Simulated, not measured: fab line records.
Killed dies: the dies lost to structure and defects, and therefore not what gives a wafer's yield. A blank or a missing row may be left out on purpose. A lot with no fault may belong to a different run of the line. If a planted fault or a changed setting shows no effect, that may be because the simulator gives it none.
Chamber matching || flow gf180mcu || 4 sister chambers for GF_V3_CMP_26 on cmp-02
The step polishes, stops on SiO2, t overpolish 15 s, target thk 0 nm. 8 wafers are shown with their chamber, then 9 later ones without.

## EACH WAFER AND ITS CHAMBER
{"wafer": "L079.1", "chamber": 3, "motor-current-A (A)": 13.1, "platen-rpm (rpm)": 59.95}
{"wafer": "L080.1", "chamber": 3, "motor-current-A (A)": 13.1, "platen-rpm (rpm)": 59.99}
{"wafer": "L080.2", "chamber": 0, "motor-current-A (A)": 11.8, "platen-rpm (rpm)": 59.99}
{"wafer": "L082.5", "chamber": 2, "motor-current-A (A)": 12.4, "platen-rpm (rpm)": 59.97}
{"wafer": "L082.6", "chamber": 1, "motor-current-A (A)": 11.5, "platen-rpm (rpm)": 60.02}
{"wafer": "L086.3", "chamber": 2, "motor-current-A (A)": 13.2, "platen-rpm (rpm)": 59.98}
{"wafer": "L086.5", "chamber": 0, "motor-current-A (A)": 12.3, "platen-rpm (rpm)": 60.01}
{"wafer": "L086.6", "chamber": 1, "motor-current-A (A)": 11.9, "platen-rpm (rpm)": 60.03}

## WAFERS WITHOUT THEIR CHAMBER
{"wafer": "L087.1", "motor-current-A (A)": 11.6, "platen-rpm (rpm)": 60.06}
{"wafer": "L087.3", "motor-current-A (A)": 12.4, "platen-rpm (rpm)": 60.01}
{"wafer": "L087.4", "motor-current-A (A)": 12.8, "platen-rpm (rpm)": 59.95}
{"wafer": "L091.2", "motor-current-A (A)": 12.7, "platen-rpm (rpm)": 59.98}
{"wafer": "L091.4", "motor-current-A (A)": 11.7, "platen-rpm (rpm)": 60.01}
{"wafer": "L091.5", "motor-current-A (A)": 11.3, "platen-rpm (rpm)": 59.96}
{"wafer": "L092.2", "motor-current-A (A)": 12.1, "platen-rpm (rpm)": 60.01}
{"wafer": "L092.3", "motor-current-A (A)": 13.7, "platen-rpm (rpm)": 60.01}
{"wafer": "L092.6", "motor-current-A (A)": 12.9, "platen-rpm (rpm)": 59.95}

## CHAMBER TAKEN BY EACH
{"wafer": "L087.1", "from the rows above": "can't be placed: 1 or 0", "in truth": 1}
{"wafer": "L087.3", "from the rows above": "can't be placed: 0 or 1 or 2 or 3", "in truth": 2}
{"wafer": "L087.4", "from the rows above": "can't be placed: 3 or 2", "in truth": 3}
{"wafer": "L091.2", "from the rows above": "can't be placed: 2 or 3 or 0", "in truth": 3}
{"wafer": "L091.4", "from the rows above": "can't be placed: 1 or 0", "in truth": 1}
{"wafer": "L091.5", "from the rows above": "can't be placed: 0 or 1 or 2 or 3", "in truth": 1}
{"wafer": "L092.2", "from the rows above": "can't be placed: 0 or 1", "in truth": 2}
{"wafer": "L092.3", "from the rows above": "can't be placed: 3 or 2 or 0", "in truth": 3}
{"wafer": "L092.6", "from the rows above": "can't be placed: 3 or 2", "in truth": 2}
Placed correctly: 0 of 9. Not placeable from these rows: 9 (in 8, the candidates include the true chamber). Placed wrongly: 0.
How it was worked out, from the rows above alone: a wafer's distance from a chamber is the root of the sum, over the readings, of the square of ((its reading less the chamber's mean) divided by the reading's scatter). The wafer belongs to the nearest chamber; if the next one is less than 2 further off, it can't be placed. The mean given for a chamber averages the wafers shown for that chamber. The scatter is the square root of a quotient: the sum, over the shown wafers, of each reading's squared deviation from its chamber's mean, divided by wafers minus chambers.
